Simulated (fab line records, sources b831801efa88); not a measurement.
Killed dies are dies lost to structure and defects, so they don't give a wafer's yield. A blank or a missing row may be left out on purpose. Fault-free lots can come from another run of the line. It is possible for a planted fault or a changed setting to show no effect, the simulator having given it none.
fab line records    flow sky130
[record] lots = 13  wafers = 39  lastDay = 50
route steps=708 shown METAL2@498 VIA2@518 PAD_OPEN@708
lots untouched by any fault: they come from a run of this same line in which no faults occurred
startH: hours from the record's opening day to when the first of the lot's shown wafers began    waitH: how many hours have passed since the lot's step before this one    " as in the row above    L1.1+2: several wafers, shown together as one row    - no value, or no start was given    * or withheld: withheld    < > ~ a bound
route shown NAME@n: NAME is a module with steps in the file, n the number in the route of the first one    usual: mean/standard deviation taken from wafers without a fault    same: alike in all rows    chamber/n: place in a boat    sites: the reading at each site    _std_site: standard deviation across them    _edge_site: the outer-site mean with the inner-site mean subtracted    radiusMm: how far each site lies from the wafer's centre    mask NAME#n: copy n    behind: tool/chamber where the wafer was last shaped    hold: why the lot went on hold/how many hours it stayed there/how the hold came to an end    device: names the non-switching transistor (n, p or np)    end of line: the route-end tests of the same wafers    a step without rows: its recipe alone    killed: the dies lost at the first sort to structure and to defects; this is not the yield of the wafer    map: dies across one wafer; x = killed, . = not, _ = none there
set.NAME: the setting the step ran with; set.NAME@STEP: the setting that earlier step ran with    model.NAME: the simulator's own value behind a step, which no gauge read
the route's steps for a sample of lots (tables are steps, rows are wafers)
services: from which hour (startH, from the record's first day; less than 0 if before it) a tool's chamber was out of use, for how many hours, and why
[[steps]]
[step SKY_METAL2_CD_MEAS_15]
[recipe] targetCdNm = 140
[usual] cdNm = 140.1/1.8
lot.wafer  tool      chamber  startH  waitH  cdNm
L846.2     cdSem-02  -        831.35  -      139.8
L846.3     "         -        "       "      139.5
L846.6     "         -        "       "      138.8
L848.2     cdSem-02  -        836.77  -      137.0
L848.4     "         -        "       "      138.8
L848.6     "         -        "       "      138.7
L850.2     cdSem-02  -        860.35  -      140.0
L850.4     "         -        "       "      140.5
L850.5     "         -        "       "      140.8
L851.3     cdSem-02  -        867.27  -      140.8
L851.4     "         -        "       "      141.5
L851.5     "         -        "       "      141.6
L852.3     cdSem-02  -        879.68  -      138.9
L852.4     "         -        "       "      138.3
L852.5     "         -        "       "      138.4
L853.4     cdSem-02  -        885.61  -      140.3
L853.5     "         -        "       "      142.4
L853.6     "         -        "       "      140.5
L855.3     cdSem-01  -        894.38  -      144.8
L855.5     "         -        "       "      145.6
L855.6     "         -        "       "      144.8
L856.1     cdSem-01  -        902.20  -      139.7
L856.2     "         -        "       "      141.6
L856.4     "         -        "       "      141.1
L857.3     cdSem-01  -        907.38  -      140.7
L857.4     "         -        "       "      139.4
L857.5     "         -        "       "      140.5
L858.1     cdSem-02  -        917.48  -      138.2
L858.2     "         -        "       "      140.9
L858.3     "         -        "       "      139.1
L866.3     cdSem-01  -        974.22  -      140.6
L866.4     "         -        "       "      139.7
L866.5     "         -        "       "      138.9
L867.1     cdSem-02  -        982.93  -      138.5
L867.3     "         -        "       "      136.5
L867.6     "         -        "       "      136.0
L868.1     cdSem-01  -        998.19  -      140.1
L868.2     "         -        "       "      140.8
L868.4     "         -        "       "      139.9
[step SKY_VIA2_DEVELOP_11]
[recipe] developTimeS = 60  resist = KrF-thick  devTempC = 21
[usual] developerTempC = 20.98/0.11  resistLineTempC = 22.99/0.11
lot.wafer  tool           chamber  startH  waitH  developerTempC  resistLineTempC
L846.2     lithoTrack-04  0        858     -      21.05           22.92
L846.3     "              0        "       "      21.13           22.96
L846.6     "              0        "       "      21.21           22.95
L848.2     lithoTrack-03  0        863     -      20.89           23.09
L848.4     "              0        "       "      21.01           23.20
L848.6     "              0        "       "      20.96           23.15
L850.2     lithoTrack-04  0        886     -      20.97           22.91
L850.4     "              0        "       "      20.87           22.92
L850.5     "              0        "       "      21.01           22.97
L851.3     lithoTrack-04  0        893     -      20.91           23.09
L851.4     "              0        "       "      21.09           23.03
L851.5     "              0        "       "      20.94           23.04
L852.3     lithoTrack-02  0        905     -      20.94           23.07
L852.4     "              0        "       "      21.01           22.86
L852.5     "              0        "       "      20.93           22.93
L853.4     lithoTrack-02  0        911     -      21.05           22.88
L853.5     "              0        "       "      20.92           23.00
L853.6     "              0        "       "      20.99           23.07
L855.3     lithoTrack-04  0        920     -      20.99           22.98
L855.5     "              0        "       "      21.00           22.86
L855.6     "              0        "       "      20.89           22.97
L856.1     lithoTrack-03  0        928     -      20.89           23.06
L856.2     "              0        "       "      20.89           22.96
L856.4     "              0        "       "      20.97           23.00
L857.3     lithoTrack-02  0        933     -      21.00           22.98
L857.4     "              0        "       "      21.00           23.15
L857.5     "              0        "       "      20.87           23.08
L858.1     lithoTrack-04  0        943     -      20.77           22.84
L858.2     "              0        "       "      20.81           23.05
L858.3     "              0        "       "      20.76           23.16
L866.3     lithoTrack-04  0        998     -      23.07           22.83
L866.4     "              0        "       "      23.06           22.86
L866.5     "              0        "       "      23.04           23.01
L867.1     lithoTrack-04  0        1007    -      23.00           23.03
L867.3     "              0        "       "      22.94           22.97
L867.6     "              0        "       "      22.91           22.88
L868.1     lithoTrack-02  0        1022    -      21.04           23.10
L868.2     "              0        "       "      21.13           22.87
L868.4     "              0        "       "      21.10           22.91
[step SKY_VIA2_OVL_MEAS_13]
[usual] VIA2_OVL = -1/5.5
lot.wafer  tool        chamber  startH   waitH  VIA2_OVL[nm]
L846.2     overlay-01  -        858.78   0.1    -5
L846.3     "           -        "        "      2
L846.6     "           -        "        "      -2
L848.2     overlay-02  -        863.66   0.1    -11
L848.4     "           -        "        "      -11
L848.6     "           -        "        "      -8
L850.2     overlay-01  -        886.78   0.1    1
L850.4     "           -        "        "      8
L850.5     "           -        "        "      12
L851.3     overlay-01  -        894.09   0.1    8
L851.4     "           -        "        "      1
L851.5     "           -        "        "      2
L852.3     overlay-02  -        906.08   0.1    -6
L852.4     "           -        "        "      1
L852.5     "           -        "        "      1
L853.4     overlay-02  -        911.88   0.1    4
L853.5     "           -        "        "      -5
L853.6     "           -        "        "      6
L855.3     overlay-01  -        920.82   0.1    -3
L855.5     "           -        "        "      -3
L855.6     "           -        "        "      1
L856.1     overlay-02  -        928.85   0.1    13
L856.2     "           -        "        "      4
L856.4     "           -        "        "      -2
L857.3     overlay-01  -        934.03   0.1    1
L857.4     "           -        "        "      -6
L857.5     "           -        "        "      -5
L858.1     overlay-02  -        943.46   0.1    3
L858.2     "           -        "        "      -3
L858.3     "           -        "        "      3
L866.3     overlay-01  -        998.72   0.1    -7
L866.4     "           -        "        "      -7
L866.5     "           -        "        "      -6
L867.1     overlay-02  -        1007.61  0.1    -4
L867.3     "           -        "        "      -4
L867.6     "           -        "        "      -6
L868.1     overlay-01  -        1022.71  0.1    2
L868.2     "           -        "        "      4
L868.4     "           -        "        "      3
[step SKY_VIA2_ETCH_15]
[recipe] target = SiO2  chemistry = C4F8/O2/Ar  targetDepthNm = 546  stopOn = TiN  maskMaterial = KrF-thick  sourceW = 1500  biasW = 1200  pressureMtorr = 40  c4f8FlowSccm = withheld  O2_flow_sccm = 6  Ar_flow_sccm = 300  timeS = 84
[usual] oesProductAu = 0.940/0.0044
lot.wafer  tool        chamber  startH   waitH  oesProductAu  rfHoursCounterH
L846.2     rieDiel-01  0        858.85   0.0    0.939         9
L846.3     "           1        "        "      0.941         5
L846.6     "           2        "        "      0.940         -
L848.2     rieDiel-04  3        863.73   0.0    0.943         21
L848.4     "           0        "        "      0.944         7
L848.6     "           3        "        "      0.940         -
L850.2     rieDiel-04  3        886.85   0.0    0.941         22
L850.4     "           0        "        "      0.941         8
L850.5     "           0        "        "      0.941         -
L851.3     rieDiel-02  1        894.16   0.0    0.942         21
L851.4     "           0        "        "      0.936         11
L851.5     "           0        "        "      0.945         -
L852.3     rieDiel-02  1        906.14   0.0    0.939         22
L852.4     "           1        "        "      0.938         -
L852.5     "           3        "        "      0.939         -
L853.4     rieDiel-04  1        911.94   0.0    0.938         21
L853.5     "           2        "        "      0.940         -
L853.6     "           1        "        "      0.935         -
L855.3     rieDiel-04  2        920.88   0.0    0.945         7
L855.5     "           3        "        "      0.942         -
L855.6     "           2        "        "      0.939         -
L856.1     rieDiel-01  0        928.93   0.0    0.943         11
L856.2     "           1        "        "      0.943         7
L856.4     "           3        "        "      0.932         22
L857.3     rieDiel-02  3        934.09   0.0    0.943         14
L857.4     "           0        "        "      0.935         12
L857.5     "           3        "        "      0.936         -
L858.1     rieDiel-01  1        943.53   0.0    0.942         7
L858.2     "           0        "        "      0.930         11
L858.3     "           2        "        "      0.935         7
L866.3     rieDiel-04  2        998.78   0.0    0.936         9
L866.4     "           3        "        "      0.945         25
L866.5     "           0        "        "      0.942         -
L867.1     rieDiel-04  3        1007.68  0.0    0.940         26
L867.3     "           1        "        "      0.945         23
L867.6     "           0        "        "      0.941         -
L868.1     rieDiel-02  2        1022.79  0.0    0.940         9
L868.2     "           1        "        "      0.937         25
L868.4     "           3        "        "      0.946         17
[step SKY_PAD_OPEN_PROBE_99]
[usual] defectLimitedYield = 82.1/1.9  killed_at_M0_to_M3 = 45/6.8  killed_at_M4_up = 3.0/1.7  killedAtContacts = 25/5.7  killedAtFrontEnd = 15/4.6  killedAtOther = 0.3/0.66  killedDies = 88/9.5  killedOpen = 48/7.3  killedShort = 39/6.5  sort_bin_3_pad_short = 0.9/0.47  sort_bin_5_function = 10.6/1.5  sort_bin_6_memory = 6.4/1.2  sortNPass = 404/9.5  sortYieldPct = 82.1/1.9
[same] grossDies = 492  killedAtBackSide = 0  sort_bin_4_leakage[%] = 0  sort_bin_8_speed[%] = 0
lot.wafer  tool       chamber  startH   waitH  defectLimitedYield[%]  killed_at_M0_to_M3  killed_at_M4_up  killedAtContacts  killedAtFrontEnd  killedAtOther  killedDies  killedOpen  killedShort  sort_bin_3_pad_short[%]  sort_bin_5_function[%]  sort_bin_6_memory[%]  sortNPass  sortYieldPct[%]
L846.2     prober-02  -        1081.89  0.1    79.7                   65                  3                13                18                1              100         55          44           0.4                      11.4                    8.5                   392        79.7
L846.3     prober-02  -        1081.94  0.2    79.3                   57                  4                30                11                0              102         64          37           0.6                      12.2                    7.9                   390        79.3
L846.6     prober-02  -        1082.09  0.2    80.7                   50                  2                25                18                0              95          60          35           0                        10.8                    8.5                   397        80.7
L848.2     prober-01  -        1088.63  0.1    82.7                   42                  2                22                19                0              85          48          37           1.2                      9.3                     6.7                   407        82.7
L848.4     prober-01  -        1088.73  0.2    84.1                   43                  2                19                14                0              78          42          35           0.2                      9.8                     5.9                   414        84.1
L848.6     prober-01  -        1088.83  0.2    86.0                   34                  1                21                13                0              69          41          27           0.4                      7.7                     5.9                   423        86.0
L850.2     prober-01  -        1108.20  0.1    79.5                   49                  3                34                15                0              101         58          43           0.8                      13.8                    5.9                   391        79.5
L850.4     prober-01  -        1108.30  0.2    83.9                   40                  4                17                18                0              79          45          34           0.4                      8.7                     6.9                   413        83.9
L850.5     prober-01  -        1108.35  0.2    82.3                   45                  4                24                14                0              87          53          34           0.4                      10.4                    6.9                   405        82.3
L851.3     prober-02  -        1112.16  0.2    84.1                   40                  1                16                21                0              78          43          35           1.2                      8.5                     6.1                   414        84.1
L851.4     prober-02  -        1112.21  0.2    85.4                   32                  3                18                19                0              72          37          34           0.4                      8.1                     6.1                   420        85.4
L851.5     prober-02  -        1112.26  0.2    81.7                   43                  3                28                16                0              90          45          45           0.8                      9.3                     8.1                   402        81.7
L852.3     prober-01  -        1120.05  0.2    82.1                   44                  1                29                13                1              88          53          35           0.4                      10.4                    7.1                   404        82.1
L852.4     prober-01  -        1120.10  0.2    87.0                   37                  2                17                8                 0              64          30          32           0.6                      8.1                     4.3                   428        87.0
L852.5     prober-01  -        1120.15  0.2    82.7                   43                  4                25                12                1              85          52          32           0.8                      10.2                    6.3                   407        82.7
L853.4     prober-02  -        1126.55  0.2    83.1                   40                  1                24                18                0              83          43          38           1.6                      10.8                    4.5                   409        83.1
L853.5     prober-02  -        1126.60  0.2    81.3                   51                  4                22                15                0              92          42          49           0.8                      12.0                    5.9                   400        81.3
L853.6     prober-02  -        1126.65  0.2    80.1                   42                  6                28                22                0              98          51          46           0.6                      11.8                    7.5                   394        80.1
L855.3     prober-02  -        1133.37  0.2    83.1                   41                  3                25                14                0              83          51          32           0.4                      9.3                     7.1                   409        83.1
L855.5     prober-02  -        1133.47  0.2    83.1                   37                  3                21                22                0              83          47          36           0.6                      9.3                     6.9                   409        83.1
L855.6     prober-02  -        1133.52  0.2    85.0                   43                  1                18                11                1              74          41          33           0.6                      8.5                     5.9                   418        85.0
L856.1     prober-01  -        1139.45  0.1    81.3                   51                  4                16                21                0              92          46          46           0.4                      14.0                    4.3                   400        81.3
L856.2     prober-01  -        1139.50  0.1    79.7                   49                  7                25                18                1              100         48          52           1.0                      12.6                    6.7                   392        79.7
L856.4     prober-01  -        1139.60  0.2    83.7                   47                  3                12                18                0              80          48          32           1.2                      8.9                     6.1                   412        83.7
L857.3     prober-02  -        1142.40  0.2    82.9                   40                  3                26                15                0              84          50          34           1.0                      8.3                     7.7                   408        82.9
L857.4     prober-02  -        1142.45  0.2    80.1                   45                  3                29                21                0              98          51          47           2.0                      12.0                    5.9                   394        80.1
L857.5     prober-02  -        1142.50  0.2    81.7                   42                  2                28                18                0              90          49          41           1.4                      8.9                     7.9                   402        81.7
L858.1     prober-01  -        1151.30  0.1    84.3                   35                  2                26                14                0              77          38          39           0.2                      12.0                    3.5                   415        84.3
L858.2     prober-01  -        1151.35  0.1    83.5                   52                  2                15                12                0              81          38          43           1.6                      8.9                     5.9                   411        83.5
L858.3     prober-01  -        1151.40  0.2    80.1                   48                  4                28                17                1              98          54          44           0.8                      11.2                    7.9                   394        80.1
L866.3     prober-01  -        1191.00  0.2    81.1                   47                  6                29                11                0              93          55          38           1.0                      11.6                    6.3                   399        81.1
L866.4     prober-01  -        1191.05  0.2    81.7                   51                  4                26                8                 1              90          45          45           0.6                      10.0                    7.7                   402        81.7
L866.5     prober-01  -        1191.10  0.2    78.0                   63                  2                32                11                0              108         61          47           1.0                      13.0                    7.9                   384        78.0
L867.1     prober-01  -        1193.34  0.1    78.3                   63                  2                28                13                1              107         64          42           0.8                      12.0                    8.9                   385        78.3
L867.3     prober-01  -        1193.44  0.2    81.1                   45                  4                32                11                1              93          45          47           2.4                      10.0                    6.5                   399        81.1
L867.6     prober-01  -        1193.59  0.2    82.3                   45                  2                31                9                 0              87          56          30           0.2                      11.0                    6.5                   405        82.3
L868.1     prober-02  -        1205.81  0.1    82.7                   51                  2                24                8                 0              85          48          37           0.8                      10.6                    5.9                   407        82.7
L868.2     prober-02  -        1205.86  0.1    80.7                   54                  1                20                20                0              95          62          33           1.4                      10.8                    7.1                   397        80.7
L868.4     prober-02  -        1205.96  0.2    84.1                   44                  2                18                14                0              78          49          29           0.6                      9.6                     5.7                   414        84.1
// killed by level:class
L846.2 VIA1:geometricParticle:open=14 VIA3:geometricParticle:open=12 METAL1:geometricParticle:short=12 METAL2:geometricParticle:short=9 POLY_GATE:geometricParticle:open=5 CONTACT:geometricParticle:open=5 VIA2:geometricParticle:open=5 POLY_GATE:geometricParticle:short=4
L846.3 VIA1:geometricParticle:open=16 CONTACT:geometricParticle:open=13 VIA3:geometricParticle:open=10 VIA2:geometricParticle:open=8 LI_CONTACT:geometricParticle:open=7 VIA1:geometricParticle:short=6 LI_CONTACT:geometricParticle:short=5 METAL1:geometricParticle:short=5
L846.6 VIA3:geometricParticle:open=13 CONTACT:geometricParticle:open=12 VIA2:geometricParticle:open=11 VIA1:geometricParticle:open=10 SPACER:geometricParticle:open=5 LOCAL_INTERCONNECT:geometricParticle:short=5 FIELD_ISO:geometricParticle:short=4 LI_CONTACT:geometricParticle:open=4
L848.2 VIA1:geometricParticle:open=16 LI_CONTACT:geometricParticle:open=9 CONTACT:geometricParticle:open=6 VIA1:geometricParticle:short=6 FIELD_ISO:geometricParticle:open=5 METAL1:geometricParticle:short=5 FIELD_ISO:geometricParticle:short=4 POLY_GATE:geometricParticle:short=4
L848.4 VIA1:geometricParticle:open=11 CONTACT:geometricParticle:open=7 METAL1:geometricParticle:short=6 VIA3:geometricParticle:open=6 FIELD_ISO:geometricParticle:open=5 FIELD_ISO:geometricParticle:short=4 VIA2:geometricParticle:open=4 VIA2:geometricParticle:short=4
L848.6 VIA1:geometricParticle:open=8 LI_CONTACT:geometricParticle:open=7 CONTACT:geometricParticle:open=6 VIA3:geometricParticle:open=6 FIELD_ISO:geometricParticle:open=5 FIELD_ISO:geometricParticle:short=4 VIA1:geometricParticle:short=4 LOCAL_INTERCONNECT:geometricParticle:short=4
L850.2 VIA1:geometricParticle:open=12 VIA2:geometricParticle:open=12 LI_CONTACT:geometricParticle:open=8 LOCAL_INTERCONNECT:geometricParticle:short=8 CONTACT:geometricParticle:open=8 VIA3:geometricParticle:open=8 VIA1:geometricParticle:short=7 CONTACT:geometricParticle:short=6
L850.4 VIA1:geometricParticle:open=11 LI_CONTACT:geometricParticle:open=6 VIA2:geometricParticle:open=6 FIELD_ISO:geometricParticle:short=5 CONTACT:geometricParticle:open=5 METAL3:geometricParticle:short=5 VIA3:geometricParticle:open=5 POLY_GATE:geometricParticle:open=4
L850.5 VIA1:geometricParticle:open=13 CONTACT:geometricParticle:open=11 VIA2:geometricParticle:open=9 VIA1:geometricParticle:short=8 METAL1:geometricParticle:short=5 VIA3:geometricParticle:open=5 FIELD_ISO:geometricParticle:short=4 CONTACT:geometricParticle:short=4
L851.3 VIA1:geometricParticle:open=11 VIA1:geometricParticle:short=7 FIELD_ISO:geometricParticle:open=6 LI_CONTACT:geometricParticle:open=6 POLY_GATE:geometricParticle:open=5 METAL2:geometricParticle:short=5 VIA3:geometricParticle:open=5 FIELD_ISO:geometricParticle:short=4
L851.4 LI_CONTACT:geometricParticle:open=9 METAL1:geometricParticle:short=8 VIA1:geometricParticle:open=7 FIELD_ISO:geometricParticle:short=5 POLY_GATE:geometricParticle:open=5 VIA2:geometricParticle:open=5 FIELD_ISO:geometricParticle:open=4 VIA1:geometricParticle:short=4
L851.5 CONTACT:geometricParticle:open=10 METAL1:geometricParticle:short=7 VIA2:geometricParticle:open=6 POLY_GATE:geometricParticle:short=6 CONTACT:geometricParticle:short=6 VIA3:geometricParticle:open=6 FIELD_ISO:geometricParticle:open=5 LI_CONTACT:geometricParticle:open=5
L852.3 LI_CONTACT:geometricParticle:open=12 METAL2:geometricParticle:short=9 VIA2:geometricParticle:open=9 CONTACT:geometricParticle:open=8 VIA1:geometricParticle:open=7 FIELD_ISO:geometricParticle:open=6 VIA3:geometricParticle:open=5 LI_CONTACT:geometricParticle:short=4
L852.4 VIA1:geometricParticle:open=14 CONTACT:geometricParticle:short=5 VIA3:geometricParticle:open=5 LOCAL_INTERCONNECT:geometricParticle:short=4 CONTACT:geometricParticle:open=4 VIA1:geometricParticle:short=4 METAL2:geometricParticle:short=4 FIELD_ISO:geometricParticle:short=3
L852.5 VIA1:geometricParticle:open=13 LI_CONTACT:geometricParticle:open=7 CONTACT:geometricParticle:open=7 VIA3:geometricParticle:open=6 CONTACT:geometricParticle:short=5 VIA2:geometricParticle:open=5 FIELD_ISO:geometricParticle:open=4 METAL2:geometricParticle:short=4
L853.4 VIA1:geometricParticle:open=12 CONTACT:geometricParticle:open=6 FIELD_ISO:geometricParticle:open=5 FIELD_ISO:geometricParticle:short=5 LI_CONTACT:geometricParticle:open=5 METAL1:geometricParticle:short=5 VIA1:geometricParticle:short=5 VIA2:geometricParticle:open=4
L853.5 LI_CONTACT:geometricParticle:open=8 VIA1:geometricParticle:short=8 VIA1:geometricParticle:open=8 VIA2:geometricParticle:open=8 CONTACT:geometricParticle:open=7 METAL1:geometricParticle:short=7 POLY_GATE:geometricParticle:short=5 METAL2:geometricParticle:short=5
L853.6 FIELD_ISO:geometricParticle:short=10 VIA1:geometricParticle:open=10 LI_CONTACT:geometricParticle:open=9 CONTACT:geometricParticle:open=8 VIA1:geometricParticle:short=7 FIELD_ISO:geometricParticle:open=5 POLY_GATE:geometricParticle:open=4 LI_CONTACT:geometricParticle:short=4
L855.3 CONTACT:geometricParticle:open=13 VIA1:geometricParticle:open=10 VIA3:geometricParticle:open=7 CONTACT:geometricParticle:short=5 METAL2:geometricParticle:short=5 POLY_GATE:geometricParticle:short=4 METAL2:geometricParticle:open=4 VIA2:geometricParticle:open=4
L855.5 CONTACT:geometricParticle:open=11 VIA1:geometricParticle:open=8 FIELD_ISO:geometricParticle:short=5 POLY_GATE:geometricParticle:open=5 VIA3:geometricParticle:open=5 METAL1:geometricParticle:short=4 METAL2:geometricParticle:short=4 FIELD_ISO:geometricParticle:open=3
L855.6 CONTACT:geometricParticle:open=9 VIA1:geometricParticle:open=8 METAL2:geometricParticle:short=7 LI_CONTACT:geometricParticle:open=5 VIA3:geometricParticle:open=5 VIA2:geometricParticle:open=5 FIELD_ISO:geometricParticle:open=4 METAL1:geometricParticle:short=4
L856.1 VIA1:geometricParticle:open=16 VIA1:geometricParticle:short=8 POLY_GATE:geometricParticle:short=7 CONTACT:geometricParticle:open=7 POLY_GATE:geometricParticle:open=6 LI_CONTACT:geometricParticle:open=5 METAL2:geometricParticle:short=5 VIA2:geometricParticle:open=5
L856.2 VIA1:geometricParticle:open=11 CONTACT:geometricParticle:open=9 METAL2:geometricParticle:short=8 VIA1:geometricParticle:short=7 LI_CONTACT:geometricParticle:open=6 METAL4:geometricParticle:short=6 VIA3:geometricParticle:open=6 POLY_GATE:geometricParticle:short=5
L856.4 VIA1:geometricParticle:open=23 CONTACT:geometricParticle:open=7 FIELD_ISO:geometricParticle:short=6 VIA1:geometricParticle:short=6 VIA2:geometricParticle:open=5 POLY_GATE:geometricParticle:open=4 POLY_GATE:geometricParticle:short=4 METAL2:geometricParticle:short=4
L857.3 VIA1:geometricParticle:open=11 CONTACT:geometricParticle:open=7 VIA1:geometricParticle:short=7 VIA2:geometricParticle:open=7 POLY_GATE:geometricParticle:open=6 LOCAL_INTERCONNECT:geometricParticle:short=6 VIA3:geometricParticle:open=5 CONTACT:geometricParticle:short=4
L857.4 CONTACT:geometricParticle:open=11 VIA1:geometricParticle:open=9 METAL2:geometricParticle:short=7 LI_CONTACT:geometricParticle:open=6 VIA3:geometricParticle:open=6 VIA1:geometricParticle:short=6 POLY_GATE:geometricParticle:short=5 LOCAL_INTERCONNECT:geometricParticle:short=5
L857.5 VIA2:geometricParticle:open=9 VIA1:geometricParticle:open=9 VIA1:geometricParticle:short=8 CONTACT:geometricParticle:open=7 LI_CONTACT:geometricParticle:open=6 LOCAL_INTERCONNECT:geometricParticle:short=6 CONTACT:geometricParticle:short=5 VIA3:geometricParticle:open=5
L858.1 CONTACT:geometricParticle:open=12 METAL1:geometricParticle:short=6 VIA1:geometricParticle:open=6 VIA1:geometricParticle:short=5 VIA2:geometricParticle:open=5 POLY_GATE:geometricParticle:short=4 LI_CONTACT:geometricParticle:open=4 CONTACT:geometricParticle:short=4
L858.2 VIA1:geometricParticle:open=10 VIA2:geometricParticle:open=9 CONTACT:geometricParticle:open=6 METAL1:geometricParticle:short=6 VIA3:geometricParticle:short=6 FIELD_ISO:geometricParticle:short=5 METAL2:geometricParticle:short=5 VIA3:geometricParticle:open=5
L858.3 VIA1:geometricParticle:open=11 VIA2:geometricParticle:open=10 CONTACT:geometricParticle:open=8 CONTACT:geometricParticle:short=8 POLY_GATE:geometricParticle:open=6 VIA3:geometricParticle:open=6 LI_CONTACT:geometricParticle:short=6 FIELD_ISO:geometricParticle:open=4
L866.3 VIA1:geometricParticle:open=15 CONTACT:geometricParticle:open=14 LI_CONTACT:geometricParticle:open=8 VIA1:geometricParticle:short=7 METAL1:geometricParticle:short=6 VIA2:geometricParticle:short=6 VIA2:geometricParticle:open=5 FIELD_ISO:geometricParticle:open=4
L866.4 VIA1:geometricParticle:open=14 CONTACT:geometricParticle:short=8 CONTACT:geometricParticle:open=7 METAL1:geometricParticle:short=7 VIA1:geometricParticle:short=7 LI_CONTACT:geometricParticle:open=5 VIA3:geometricParticle:open=5 LOCAL_INTERCONNECT:geometricParticle:short=5
L866.5 VIA1:geometricParticle:open=15 LI_CONTACT:geometricParticle:open=9 CONTACT:geometricParticle:short=8 VIA2:geometricParticle:open=8 VIA3:geometricParticle:open=8 CONTACT:geometricParticle:open=7 LOCAL_INTERCONNECT:geometricParticle:short=6 VIA2:geometricParticle:short=5
L867.1 VIA1:geometricParticle:open=19 VIA2:geometricParticle:open=10 CONTACT:geometricParticle:open=9 VIA1:geometricParticle:short=8 CONTACT:geometricParticle:short=8 LI_CONTACT:geometricParticle:open=6 METAL2:geometricParticle:short=6 VIA3:geometricParticle:open=6
L867.3 CONTACT:geometricParticle:open=8 METAL1:geometricParticle:short=8 VIA1:geometricParticle:open=8 CONTACT:geometricParticle:short=7 LOCAL_INTERCONNECT:geometricParticle:short=7 LI_CONTACT:geometricParticle:open=6 METAL2:geometricParticle:short=6 VIA3:geometricParticle:open=6
L867.6 VIA1:geometricParticle:open=13 CONTACT:geometricParticle:open=11 LI_CONTACT:geometricParticle:open=8 VIA3:geometricParticle:open=6 VIA2:geometricParticle:open=6 METAL1:geometricParticle:short=5 METAL2:geometricParticle:short=5 LOCAL_INTERCONNECT:geometricParticle:short=4
L868.1 VIA1:geometricParticle:open=17 LI_CONTACT:geometricParticle:open=8 CONTACT:geometricParticle:open=6 METAL2:geometricParticle:short=6 VIA2:geometricParticle:open=5 LOCAL_INTERCONNECT:geometricParticle:short=4 METAL1:geometricParticle:short=4 VIA1:geometricParticle:short=4
L868.2 VIA1:geometricParticle:open=21 VIA2:geometricParticle:open=11 POLY_GATE:geometricParticle:open=8 LI_CONTACT:geometricParticle:open=7 POLY_GATE:geometricParticle:short=6 CONTACT:geometricParticle:open=6 METAL1:geometricParticle:short=4 METAL2:geometricParticle:short=4
L868.4 VIA1:geometricParticle:open=14 VIA3:geometricParticle:open=9 LI_CONTACT:geometricParticle:open=8 METAL2:geometricParticle:short=6 VIA1:geometricParticle:short=5 FIELD_ISO:geometricParticle:open=4 POLY_GATE:geometricParticle:short=3 POLY_GATE:geometricParticle:open=3
[[services]]
tool           chamber  startH   hours  kind
lithoTrack-02  -        856.40   -      consumableReplace:filter
rieDiel-02     0        898.36   15.9   repair
rieDiel-01     3        933.10   -      clean
rieDiel-01     3        933.10   -      consumableReplace:showerhead
rieDiel-01     3        933.10   21.2   scheduledDown
rieDiel-01     3        933.10   21.2   ventCycle
rieDiel-04     3        939.69   2.0    repair
rieDiel-02     -        975.28   15.5   repair
rieDiel-04     -        978.72   2.8    pm
lithoTrack-04  -        993.04   -      consumableReplace:filter
lithoTrack-02  -        1012.56  -      consumableReplace:filter
rieDiel-01     3        1015.87  22.5   repair
[[key]]
[firstSign] step = SKY_VIA2_DEVELOP_11  reading = developerTempC  direction = up  sigmas = 18  usual = *  struck = *
effect none on later readings
metAt SKY_VIA2_DEVELOP_11
struckLots L866,L867
notActingAt SKY_METAL2_CD_MEAS_15,SKY_VIA2_OVL_MEAS_13,SKY_VIA2_ETCH_15
onsetBetween 943 998
[fault] kind = processParameterDrift  tool = lithoTrack-04  chamber = -  onsetH = 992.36  steps = SKY_VIA2_DEVELOP_11  channel = devTempC  offset = *  shape = step  endH = 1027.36  actsIn = *  stated = *
